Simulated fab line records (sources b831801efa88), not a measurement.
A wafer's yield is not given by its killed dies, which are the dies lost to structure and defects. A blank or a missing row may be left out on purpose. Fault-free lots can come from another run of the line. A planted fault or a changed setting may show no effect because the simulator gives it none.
fab line records	flow sky130
record: lots: 24	wafers: 72	lastDay: 51
route steps=708 shown GATE_OXIDE@200 POLY_GATE@231 METAL1@440 VIA3@596 CAP2M@615 METAL5@663
lots that met no fault: taken from a fault-free run of the same line
startH: the number of hours between the record's first day and the start of the first shown wafer of the lot	waitH: hours elapsed since this lot's preceding step	" repeats the value in the row above	L1.1+2: a row that stands for several wafers	- no value, or no start given	* or withheld: withheld	< > ~ a bound
route shown NAME@n: NAME is a module with steps in the file, n the number in the route of the first one	usual: average and standard deviation across the fault-free wafers	same: alike in all rows	chamber/n: place in a boat	sites: the reading at each site	_std_site: how widely they spread, as a standard deviation	_edge_site: mean of outer sites minus mean of inner sites	radiusMm: for every site, how far away it sits from the centre of the wafer	mask NAME#n: copy n	behind: the last tool/chamber to shape the wafer	hold: cause of the lot's hold/its duration in hours/its outcome	device: names the non-switching transistor (n, p or np)	end of line: tests run on the same wafers once the route is complete	for a step that has no rows: nothing shown but its recipe	killed: not the wafer's yield, but the dies lost to structure and defects at the first sort	map: dies across one wafer; x = killed, . = not, _ = none there
set.NAME: the setting that was run; set.NAME@STEP: the one run at that earlier step	model.NAME: the simulator's own value behind a step, which no gauge read
steps of the route over a sample of lots; a table a step, a row a wafer
services: a tool's chamber out of use, with start hour (startH, from the record's first day; less than 0 if before it), hours out, and reason
== steps ==
step: SKY_GATE_OXIDE_STRIP_13
recipe: chemistry: O2/N2	powerW: 1400	pressureMtorr: 1500	platenTempC: withheld	o2FlowSccm: 3000	n2FlowSccm: 300	overashFraction: 0.5
usual: drypumpMotorCurrentA: 5.6/0.38	oesProductAu: 0.716/0.0046	stripTimeToEndpointS: 14.18/0.043
lot.wafer	tool	chamber	startH	waitH	drypumpMotorCurrentA	oesProductAu	rfHoursCounterH	stripTimeToEndpointS
L074.2	plasmaAsher-01	1	316.95	0.0	5.7	0.709	65	14.22
L074.4	"	1	"	"	5.8	0.720	-	14.23
L074.5	"	1	"	"	5.8	0.718	-	14.20
L075.1	plasmaAsher-04	0	326.36	0.0	5.6	0.722	61	14.14
L075.3	"	0	"	"	5.6	0.717	-	14.11
L075.4	"	1	"	"	6.3	0.714	-	14.14
L076.1	plasmaAsher-04	0	335.65	0.0	5.6	0.707	62	14.18
L076.4	"	0	"	"	5.6	0.716	-	14.17
L076.6	"	0	"	"	5.6	0.721	-	14.20
L077.1	plasmaAsher-04	1	342.44	0.0	6.3	0.715	63	14.17
L077.2	"	0	"	"	5.6	0.724	63	14.16
L077.6	"	0	"	"	5.6	0.715	-	14.17
L078.1	plasmaAsher-03	1	354.51	0.0	5.2	0.718	22	14.07
L078.4	"	1	"	"	5.2	0.714	-	14.16
L078.6	"	1	"	"	5.2	0.711	-	14.13
L079.4	plasmaAsher-04	0	360.80	0.0	5.6	0.724	-	14.20
L079.5	"	0	"	"	5.6	0.725	-	14.24
L079.6	"	1	"	"	6.2	0.711	-	14.16
L080.3	plasmaAsher-04	0	365.57	0.0	5.6	0.714	-	14.18
L080.5	"	1	"	"	6.3	0.720	-	14.23
L080.6	"	0	"	"	5.6	0.716	-	14.18
L081.3	plasmaAsher-04	1	377.49	0.0	6.3	0.713	-	14.16
L081.4	"	0	"	"	5.6	0.718	-	14.12
L081.6	"	0	"	"	5.6	0.712	-	14.15
L082.1	plasmaAsher-01	1	387.49	0.0	5.7	0.723	71	14.16
L082.2	"	0	"	"	5.2	0.719	71	14.15
L082.3	"	1	"	"	5.8	0.716	-	14.17
L083.2	plasmaAsher-03	1	392.39	0.0	5.2	0.716	26	14.16
L083.3	"	0	"	"	5.3	0.718	-	14.12
L083.4	"	1	"	"	5.2	0.713	-	14.12
L084.2	plasmaAsher-01	0	399.95	0.0	5.2	0.714	72	14.11
L084.3	"	1	"	"	5.7	0.718	-	14.12
L084.6	"	1	"	"	5.7	0.717	-	14.14
L085.1	plasmaAsher-03	1	412.43	0.0	5.2	0.720	28	14.25
L085.2	"	0	"	"	5.3	0.717	28	14.23
L085.3	"	1	"	"	5.2	0.715	-	14.22
L086.2	plasmaAsher-03	1	416.49	0.0	5.2	0.719	29	14.15
L086.4	"	1	"	"	5.2	0.713	-	14.12
L086.6	"	1	"	"	5.2	0.710	-	14.16
L087.1	plasmaAsher-03	0	428.19	0.0	5.3	0.715	30	14.17
L087.2	"	1	"	"	5.2	0.722	30	14.12
L087.5	"	1	"	"	5.2	0.719	-	14.16
L088.3	plasmaAsher-03	0	440.43	0.0	5.3	0.714	-	14.23
L088.5	"	0	"	"	5.3	0.715	-	14.21
L088.6	"	1	"	"	5.2	0.711	-	14.26
L089.2	plasmaAsher-01	0	447.18	0.0	5.2	0.718	2	14.16
L089.3	"	0	"	"	5.2	0.714	-	14.24
L089.6	"	1	"	"	5.7	0.715	-	14.20
L090.2	plasmaAsher-03	1	457.61	0.0	5.2	0.719	33	14.23
L090.4	"	1	"	"	5.2	0.715	-	14.17
L090.5	"	0	"	"	5.3	0.720	-	14.19
L091.1	plasmaAsher-04	1	461.25	0.0	6.2	0.714	74	14.22
L091.2	"	0	"	"	5.6	0.718	74	14.23
L091.5	"	1	"	"	6.3	0.715	-	14.24
L092.3	plasmaAsher-03	1	466.34	0.0	5.3	0.715	-	14.23
L092.4	"	0	"	"	5.3	0.712	-	14.17
L092.5	"	1	"	"	5.2	0.715	-	14.21
L093.1	plasmaAsher-04	0	474.33	0.0	5.6	0.714	76	14.21
L093.3	"	1	"	"	6.3	0.713	-	14.17
L093.6	"	0	"	"	5.6	0.715	-	14.18
L094.1	plasmaAsher-01	1	489.43	0.0	5.8	0.719	5	14.19
L094.2	"	0	"	"	5.2	0.721	5	14.20
L094.3	"	1	"	"	5.8	0.707	-	14.17
L095.1	plasmaAsher-04	1	500.42	0.0	6.2	0.716	78	14.24
L095.4	"	1	"	"	6.2	0.716	-	14.21
L095.6	"	0	"	"	5.6	0.721	-	14.21
L096.3	plasmaAsher-01	1	502.99	0.0	5.8	0.715	-	14.17
L096.5	"	0	"	"	5.3	0.711	-	14.13
L096.6	"	1	"	"	5.8	0.710	-	14.13
L097.2	plasmaAsher-03	1	506.05	0.0	5.2	0.713	38	14.26
L097.3	"	1	"	"	5.2	0.709	-	14.24
L097.6	"	0	"	"	5.3	0.718	-	14.24
step: SKY_POLY_GATE_ETCH_17
recipe: targetDepthNm: 180	stopOn: SiO2	overEtchFrac: 0.56667	chemistry: HBr/Cl2	target: poly-Si	icpW: 400	biasW: 100	pressureMtorr: 10	HBr_flow_sccm: 150	Cl2_flow_sccm: 50	timeS: 70.5
usual: HBr_flow_sccm: 150.0/0.43	drypumpMotorCurrentA: 5.8/0.48	oesProductAu: 0.983/0.0075	throttleValvePct: 33.685/0.0092
same: timeS: 70.5
lot.wafer	tool	chamber	startH	waitH	HBr_flow_sccm	drypumpMotorCurrentA	oesProductAu	rfHoursCounterH	throttleValvePct
L074.2	rieSi-02	2	381.49	0.0	150.2	6.2	0.975	8	33.673
L074.4	"	0	"	"	149.6	6.0	0.983	70	33.659
L074.5	"	0	"	"	150.4	6.0	0.981	-	33.671
L075.1	rieSi-01	0	396.18	0.0	149.5	6.1	0.996	2	33.675
L075.3	"	1	"	"	150.1	5.9	0.975	4	33.683
L075.4	"	2	"	"	150.0	6.6	0.993	3	33.690
L076.1	rieSi-01	0	399.55	0.0	149.8	6.1	0.993	2	33.665
L076.4	"	1	"	"	149.8	5.9	0.971	4	33.690
L076.6	"	2	"	"	149.7	6.6	0.986	-	33.683
L077.1	rieSi-02	3	406.93	0.0	150.6	5.4	0.974	42	33.683
L077.2	"	2	"	"	150.6	6.2	0.981	8	33.673
L077.6	"	1	"	"	150.7	5.0	0.988	-	33.697
L078.1	rieSi-01	2	418.55	0.0	149.8	6.6	0.981	3	33.690
L078.4	"	1	"	"	149.3	5.9	0.974	4	33.693
L078.6	"	1	"	"	149.4	5.9	0.970	-	33.691
L079.4	rieSi-01	1	423.40	0.0	150.0	5.9	0.984	4	33.702
L079.5	"	1	"	"	150.5	5.9	0.989	-	33.688
L079.6	"	2	"	"	150.0	6.6	0.992	-	33.682
L080.3	rieSi-02	1	431.65	0.0	149.6	5.0	0.973	2	33.678
L080.5	"	1	"	"	149.1	5.0	0.972	-	33.683
L080.6	"	2	"	"	150.3	6.2	0.967	-	33.671
L081.3	rieSi-02	3	448.05	0.0	150.0	5.4	0.977	43	33.688
L081.4	"	2	"	"	150.3	6.2	0.973	-	33.683
L081.6	"	3	"	"	150.2	5.4	0.991	-	33.707
L082.1	rieSi-02	0	455.73	0.0	150.2	6.0	0.974	0	33.679
L082.2	"	1	"	"	150.2	5.0	0.985	2	33.671
L082.3	"	2	"	"	150.2	6.2	0.985	9	33.670
L083.2	rieSi-02	3	459.44	0.0	150.8	5.4	0.987	43	33.690
L083.3	"	2	"	"	149.8	6.2	0.991	9	33.700
L083.4	"	1	"	"	149.5	5.0	0.992	2	33.675
L084.2	rieSi-01	3	468.98	0.0	149.5	5.8	0.988	3	33.681
L084.3	"	1	"	"	150.0	5.9	0.980	5	33.688
L084.6	"	0	"	"	149.9	6.1	0.989	-	33.688
L085.1	rieSi-02	1	482.63	0.0	149.5	5.0	0.976	2	33.693
L085.2	"	0	"	"	151.1	6.0	0.982	0	33.689
L085.3	"	3	"	"	150.5	5.4	0.987	43	33.691
L086.2	rieSi-01	3	485.80	0.0	150.2	5.7	0.986	3	33.683
L086.4	"	1	"	"	150.1	5.9	0.977	5	33.685
L086.6	"	0	"	"	149.3	6.1	0.985	-	33.689
L087.1	rieSi-02	0	496.58	0.0	149.8	6.0	0.979	0	33.690
L087.2	"	3	"	"	150.0	5.4	0.976	43	33.671
L087.5	"	0	"	"	149.9	6.0	0.973	-	33.696
L088.3	rieSi-01	3	507.38	0.0	150.1	5.8	0.991	3	33.683
L088.5	"	1	"	"	149.9	5.9	0.992	-	33.702
L088.6	"	2	"	"	150.0	6.6	0.983	-	33.686
L089.2	rieSi-02	2	514.18	0.0	149.1	6.2	0.979	9	33.678
L089.3	"	0	"	"	150.4	6.0	0.978	0	33.670
L089.6	"	3	"	"	150.3	5.4	0.974	-	33.688
L090.2	rieSi-01	0	530.27	0.0	150.4	6.1	0.989	3	33.693
L090.4	"	2	"	"	149.9	6.6	0.978	4	33.672
L090.5	"	1	"	"	149.7	5.9	0.969	-	33.683
L091.1	rieSi-02	0	532.33	0.0	149.4	6.0	0.989	0	33.682
L091.2	"	2	"	"	150.4	6.2	0.985	9	33.689
L091.5	"	1	"	"	149.8	5.0	0.984	-	33.688
L092.3	rieSi-01	3	536.04	0.0	150.1	5.7	0.990	3	33.700
L092.4	"	2	"	"	149.7	6.6	0.990	4	33.685
L092.5	"	2	"	"	150.1	6.6	1.001	-	33.672
L093.1	rieSi-02	3	541.25	0.0	149.8	5.4	0.985	43	33.680
L093.3	"	1	"	"	150.5	5.0	0.990	2	33.671
L093.6	"	3	"	"	150.2	5.4	0.990	-	33.693
L094.1	rieSi-01	1	556.58	0.0	149.9	5.9	0.971	5	33.700
L094.2	"	2	"	"	148.2	6.6	0.984	4	33.689
L094.3	"	0	"	"	150.4	6.1	1.002	3	33.688
L095.1	rieSi-02	0	567.40	0.0	149.7	6.0	0.973	0	33.667
L095.4	"	2	"	"	149.9	6.2	0.978	-	33.680
L095.6	"	0	"	"	150.1	6.0	0.988	-	33.677
L096.3	rieSi-01	1	569.55	0.0	150.2	5.9	0.982	5	33.704
L096.5	"	0	"	"	149.9	6.1	0.985	-	33.688
L096.6	"	1	"	"	150.5	5.9	0.983	-	33.674
L097.2	rieSi-02	0	572.50	0.0	149.4	6.0	0.976	1	33.675
L097.3	"	2	"	"	149.4	6.2	0.969	9	33.685
L097.6	"	2	"	"	150.7	6.2	0.977	-	33.689
step: SKY_METAL1_THK_MEAS_06
recipe: thkMeasGauge: xrf	reads: AlCu_of_METAL1_SPUTTER_02
usual: METAL1_ALCU_THK: 249.9/3
lot.wafer	tool	chamber	startH	waitH	METAL1_ALCU_THK[nm]
L074.2	filmMetro-03	-	756.10	0.1	248.3
L074.4	"	-	"	"	245.1
L074.5	"	-	"	"	245.1
L075.1	filmMetro-01	-	766.64	0.1	249.3
L075.3	"	-	"	"	243.0
L075.4	"	-	"	"	245.4
L076.1	filmMetro-02	-	769.80	0.1	249.6
L076.4	"	-	"	"	247.2
L076.6	"	-	"	"	252.1
L077.1	filmMetro-01	-	783.35	0.1	253.7
L077.2	"	-	"	"	256.4
L077.6	"	-	"	"	253.0
L078.1	filmMetro-03	-	792.30	0.1	250.8
L078.4	"	-	"	"	247.8
L078.6	"	-	"	"	249.9
L079.4	filmMetro-01	-	792.48	0.1	250.8
L079.5	"	-	"	"	249.2
L079.6	"	-	"	"	251.7
L080.3	filmMetro-02	-	799.68	0.1	250.3
L080.5	"	-	"	"	253.0
L080.6	"	-	"	"	254.4
L081.3	filmMetro-02	-	815.54	0.1	254.0
L081.4	"	-	"	"	250.4
L081.6	"	-	"	"	251.1
L082.1	filmMetro-02	-	821.09	0.1	250.8
L082.2	"	-	"	"	252.5
L082.3	"	-	"	"	250.0
L083.2	filmMetro-03	-	830.05	0.1	249.0
L083.3	"	-	"	"	248.4
L083.4	"	-	"	"	247.5
L084.2	filmMetro-01	-	834.50	0.1	256.9
L084.3	"	-	"	"	257.6
L084.6	"	-	"	"	257.3
L085.1	filmMetro-01	-	844.59	0.1	249.4
L085.2	"	-	"	"	249.3
L085.3	"	-	"	"	245.8
L086.2	filmMetro-02	-	845.60	0.1	252.1
L086.4	"	-	"	"	252.4
L086.6	"	-	"	"	252.7
L087.1	filmMetro-01	-	854.83	0.1	251.3
L087.2	"	-	"	"	252.6
L087.5	"	-	"	"	250.4
L088.3	filmMetro-01	-	866.42	0.1	249.8
L088.5	"	-	"	"	250.3
L088.6	"	-	"	"	250.2
L089.2	filmMetro-02	-	872.30	0.1	249.0
L089.3	"	-	"	"	248.1
L089.6	"	-	"	"	250.4
L090.2	filmMetro-01	-	886.59	0.1	251.5
L090.4	"	-	"	"	253.9
L090.5	"	-	"	"	250.3
L091.1	filmMetro-02	-	890.56	0.1	247.4
L091.2	"	-	"	"	248.3
L091.5	"	-	"	"	247.7
L092.3	filmMetro-01	-	892.17	0.1	249.7
L092.4	"	-	"	"	252.9
L092.5	"	-	"	"	250.5
L093.1	filmMetro-02	-	897.64	0.1	250.1
L093.3	"	-	"	"	248.7
L093.6	"	-	"	"	250.3
L094.1	filmMetro-03	-	907.13	0.1	243.3
L094.2	"	-	"	"	243.0
L094.3	"	-	"	"	244.8
L095.1	filmMetro-01	-	917.53	0.1	246.7
L095.4	"	-	"	"	243.4
L095.6	"	-	"	"	247.4
L096.3	filmMetro-02	-	918.22	0.1	251.5
L096.5	"	-	"	"	252.6
L096.6	"	-	"	"	246.2
L097.2	filmMetro-03	-	921.66	0.1	250.5
L097.3	"	-	"	"	251.4
L097.6	"	-	"	"	247.7
step: SKY_VIA3_THK_MEAS_23
recipe: thkMeasGauge: xrf	reads: W_of_VIA3_CVD_21
usual: VIA3_W_THK: 403/7.6
lot.wafer	tool	chamber	startH	waitH	VIA3_W_THK[nm]
L074.2	filmMetro-04	-	952.90	0.1	406
L074.4	"	-	"	"	417
L074.5	"	-	"	"	413
L076.1	filmMetro-01	-	962.82	0.1	405
L076.4	"	-	"	"	395
L076.6	"	-	"	"	404
L075.1	filmMetro-03	-	963.52	0.1	403
L075.3	"	-	"	"	403
L075.4	"	-	"	"	396
L077.1	filmMetro-03	-	977.02	0.1	399
L077.2	"	-	"	"	393
L077.6	"	-	"	"	395
L078.1	filmMetro-04	-	983.42	0.1	407
L078.4	"	-	"	"	416
L078.6	"	-	"	"	416
L079.4	filmMetro-04	-	985.98	0.1	408
L079.5	"	-	"	"	412
L079.6	"	-	"	"	404
L080.3	filmMetro-03	-	990.25	0.1	394
L080.5	"	-	"	"	393
L080.6	"	-	"	"	388
L081.3	filmMetro-04	-	1005.55	0.1	404
L081.4	"	-	"	"	402
L081.6	"	-	"	"	405
L082.1	filmMetro-04	-	1010.19	0.1	421
L082.2	"	-	"	"	409
L082.3	"	-	"	"	408
L083.2	filmMetro-03	-	1016.53	0.1	403
L083.3	"	-	"	"	403
L083.4	"	-	"	"	406
L084.2	filmMetro-04	-	1023.76	0.1	401
L084.3	"	-	"	"	399
L084.6	"	-	"	"	400
L085.1	filmMetro-01	-	1030.05	0.1	399
L085.2	"	-	"	"	398
L085.3	"	-	"	"	395
L086.2	filmMetro-04	-	1030.39	0.1	400
L086.4	"	-	"	"	399
L086.6	"	-	"	"	400
L087.1	filmMetro-04	-	1040.76	0.1	402
L087.2	"	-	"	"	403
L087.5	"	-	"	"	402
L088.3	filmMetro-01	-	1050.14	0.1	398
L088.5	"	-	"	"	394
L088.6	"	-	"	"	407
L089.2	filmMetro-04	-	1055.07	0.1	405
L089.3	"	-	"	"	409
L089.6	"	-	"	"	411
L090.2	filmMetro-03	-	1065.82	0.1	397
L090.4	"	-	"	"	390
L090.5	"	-	"	"	395
L091.1	filmMetro-04	-	1071.78	0.1	397
L091.2	"	-	"	"	406
L091.5	"	-	"	"	400
L092.3	filmMetro-04	-	1073.10	0.1	413
L092.4	"	-	"	"	405
L092.5	"	-	"	"	410
L093.1	filmMetro-04	-	1076.20	0.1	407
L093.3	"	-	"	"	395
L093.6	"	-	"	"	396
L094.1	filmMetro-04	-	1083.17	0.1	401
L094.2	"	-	"	"	409
L094.3	"	-	"	"	394
L095.1	filmMetro-03	-	1091.97	0.1	390
L095.4	"	-	"	"	395
L095.6	"	-	"	"	391
L096.3	filmMetro-04	-	1092.54	0.1	400
L096.5	"	-	"	"	408
L096.6	"	-	"	"	401
L097.2	filmMetro-03	-	1096.73	0.1	392
L097.3	"	-	"	"	390
L097.6	"	-	"	"	396
step: SKY_CAP2M_OVL_MEAS_12
usual: CAP2M_OVL: 0.8/1.3
lot.wafer	tool	chamber	startH	waitH	CAP2M_OVL[nm]
L074.2	overlay-01	-	978.40	0.1	-0.2
L074.4	"	-	"	"	1.3
L074.5	"	-	"	"	-0.2
L076.1	overlay-02	-	987.55	0.1	0.7
L076.4	"	-	"	"	-0.6
L076.6	"	-	"	"	0.4
L075.1	overlay-02	-	988.62	0.1	-0.1
L075.3	"	-	"	"	0.9
L075.4	"	-	"	"	2.2
L077.1	overlay-01	-	1002.07	0.1	0.7
L077.2	"	-	"	"	2.6
L077.6	"	-	"	"	0.7
L078.1	overlay-02	-	1008.22	0.1	-0.1
L078.4	"	-	"	"	0.0
L078.6	"	-	"	"	-0.1
L079.4	overlay-02	-	1009.72	0.1	-0.3
L079.5	"	-	"	"	1.2
L079.6	"	-	"	"	-1.1
L080.3	overlay-01	-	1015.08	0.1	0.2
L080.5	"	-	"	"	1.2
L080.6	"	-	"	"	0.6
L081.3	overlay-02	-	1029.73	0.1	3.8
L081.4	"	-	"	"	0.8
L081.6	"	-	"	"	2.2
L082.1	overlay-02	-	1034.30	0.1	0.6
L082.2	"	-	"	"	-0.2
L082.3	"	-	"	"	-1.3
L083.2	overlay-01	-	1040.52	0.1	3.8
L083.3	"	-	"	"	2.3
L083.4	"	-	"	"	3.3
L084.2	overlay-02	-	1047.12	0.1	-0.2
L084.3	"	-	"	"	0.7
L084.6	"	-	"	"	3.1
L085.1	overlay-01	-	1052.77	0.1	-0.7
L085.2	"	-	"	"	1.0
L085.3	"	-	"	"	-0.7
L086.2	overlay-01	-	1053.37	0.1	1.8
L086.4	"	-	"	"	1.4
L086.6	"	-	"	"	3.4
L087.1	overlay-01	-	1064.45	0.1	4.1
L087.2	"	-	"	"	2.3
L087.5	"	-	"	"	1.7
L088.3	overlay-02	-	1073.02	0.1	1.3
L088.5	"	-	"	"	-0.1
L088.6	"	-	"	"	-0.9
L089.2	overlay-02	-	1078.20	0.1	0.6
L089.3	"	-	"	"	-0.1
L089.6	"	-	"	"	2.0
L090.2	overlay-01	-	1088.35	0.1	3.3
L090.4	"	-	"	"	1.9
L090.5	"	-	"	"	2.5
L091.1	overlay-02	-	1094.40	0.1	-0.6
L091.2	"	-	"	"	-0.9
L091.5	"	-	"	"	0.3
L092.3	overlay-01	-	1094.78	0.1	1.4
L092.4	"	-	"	"	1.6
L092.5	"	-	"	"	0.8
L093.1	overlay-01	-	1098.40	0.1	0.3
L093.3	"	-	"	"	2.0
L093.6	"	-	"	"	0.2
L094.1	overlay-02	-	1105.10	0.1	-0.4
L094.2	"	-	"	"	0.1
L094.3	"	-	"	"	0.4
L095.1	overlay-02	-	1112.95	0.1	-0.4
L095.4	"	-	"	"	0.2
L095.6	"	-	"	"	-0.9
L096.3	overlay-02	-	1113.92	0.1	1.2
L096.5	"	-	"	"	2.9
L096.6	"	-	"	"	-0.1
L097.2	overlay-01	-	1118.15	0.1	-1.7
L097.3	"	-	"	"	0.4
L097.6	"	-	"	"	0.6
step: SKY_METAL5_SPUTTER_02
recipe: material: AlCu	targetThkNm: 1150	powerW: 10600	timeS: 61.2	chamberPressurePa: 0.4
usual: cathodeDcPowerW: 10600/1.9	throttleValvePct: 29.5/0.84
same: timeS: 61.2
lot.wafer	tool	chamber	startH	waitH	cathodeDcPowerW	throttleValvePct
L074.2	pvdSputter-03	-	1030.59	0.0	10600	30.7
L074.4	"	-	"	"	10598	29.2
L074.5	"	-	"	"	10601	29.3
L076.1	pvdSputter-02	-	1037.06	0.0	10597	29.5
L076.4	"	-	"	"	10601	28.8
L076.6	"	-	"	"	10598	29.7
L075.1	pvdSputter-03	-	1039.33	0.0	10600	30.9
L075.3	"	-	"	"	10603	29.7
L075.4	"	-	"	"	10602	29.3
L077.1	pvdSputter-03	-	1052.07	0.0	10602	29.7
L077.2	"	-	"	"	10596	29.6
L077.6	"	-	"	"	10595	30.6
L078.1	pvdSputter-04	-	1058.59	0.0	10601	30.5
L078.4	"	-	"	"	10597	28.9
L078.6	"	-	"	"	10601	28.8
L079.4	pvdSputter-03	-	1059.93	0.0	10601	31.0
L079.5	"	-	"	"	10601	29.6
L079.6	"	-	"	"	10600	29.0
L080.3	pvdSputter-04	-	1064.80	0.0	10602	29.0
L080.5	"	-	"	"	10601	30.5
L080.6	"	-	"	"	10599	30.0
L081.3	pvdSputter-04	-	1077.98	0.0	10599	29.2
L081.4	"	-	"	"	10601	30.3
L081.6	"	-	"	"	10599	29.0
L082.1	pvdSputter-04	-	1082.80	0.0	10599	29.1
L082.2	"	-	"	"	10601	30.3
L082.3	"	-	"	"	10600	30.5
L083.2	pvdSputter-02	-	1088.75	0.0	10599	27.6
L083.3	"	-	"	"	10600	30.3
L083.4	"	-	"	"	10602	29.6
L084.2	pvdSputter-02	-	1094.71	0.0	10600	29.5
L084.3	"	-	"	"	10599	27.7
L084.6	"	-	"	"	10599	30.5
L085.1	pvdSputter-02	-	1100.59	0.0	10601	28.7
L085.2	"	-	"	"	10603	30.3
L085.3	"	-	"	"	10603	27.6
L086.2	pvdSputter-02	-	1101.46	0.0	10597	27.5
L086.4	"	-	"	"	10599	29.4
L086.6	"	-	"	"	10600	29.0
L087.1	pvdSputter-04	-	1110.07	0.0	10598	29.0
L087.2	"	-	"	"	10604	30.1
L087.5	"	-	"	"	10601	30.5
L088.3	pvdSputter-03	-	1118.64	0.0	10598	30.9
L088.5	"	-	"	"	10601	31.0
L088.6	"	-	"	"	10600	29.4
L089.2	pvdSputter-03	-	1123.87	0.0	10602	29.3
L089.3	"	-	"	"	10598	29.9
L089.6	"	-	"	"	10598	30.9
L090.2	pvdSputter-02	-	1134.24	0.0	10603	29.1
L090.4	"	-	"	"	10597	28.0
L090.5	"	-	"	"	10602	28.9
L091.1	pvdSputter-04	-	1139.14	0.0	10602	28.8
L091.2	"	-	"	"	10600	30.5
L091.5	"	-	"	"	10600	28.7
L092.3	pvdSputter-02	-	1139.79	0.0	10600	30.5
L092.4	"	-	"	"	10599	28.0
L092.5	"	-	"	"	10601	29.7
L093.1	pvdSputter-02	-	1143.25	0.0	10599	30.8
L093.3	"	-	"	"	10596	27.6
L093.6	"	-	"	"	10598	30.2
L094.1	pvdSputter-04	-	1150.05	0.0	10599	30.2
L094.2	"	-	"	"	10600	29.3
L094.3	"	-	"	"	10603	28.9
L095.1	pvdSputter-03	-	1156.55	0.0	10599	29.6
L095.4	"	-	"	"	10599	29.3
L095.6	"	-	"	"	10599	29.7
L096.3	pvdSputter-02	-	1158.27	0.0	10604	30.6
L096.5	"	-	"	"	10599	29.5
L096.6	"	-	"	"	10600	30.6
L097.2	pvdSputter-04	-	1160.69	0.0	10601	30.4
L097.3	"	-	"	"	10598	28.9
L097.6	"	-	"	"	10601	30.6
== services ==
tool	chamber	startH	hours	kind
plasmaAsher-03	-	293.40	2.7	repair
pvdSputter-02	-	308.35	1.3	repair
rieSi-02	3	320.60	8.1	repair
plasmaAsher-03	-	340.07	2.8	repair
rieSi-01	-	340.77	0.5	repair
rieSi-01	3	471.23	7.7	repair
rieSi-01	-	510.94	0.8	repair
rieSi-02	0	588.58	10.4	repair
rieSi-02	3	613.19	28.7	repair
rieSi-02	-	640.14	2.8	pm
rieSi-02	3	657.47	13.8	repair
rieSi-02	0	658.20	1.6	repair
rieSi-02	2	685.92	2.7	repair
rieSi-02	-	733.49	1.0	repair
rieSi-02	-	734.90	0.2	repair
rieSi-01	-	744.07	20.8	repair
rieSi-01	3	770.63	5.0	repair
rieSi-01	0	837.17	3.0	repair
rieSi-02	1	919.26	5.0	repair
rieSi-02	3	920.57	5.5	repair
rieSi-02	1	964.19	4.0	repair
rieSi-01	0	973.51	3.4	repair
rieSi-01	2	1100.13	6.3	repair
rieSi-01	0	1103.30	3.3	repair
== key ==
fault none
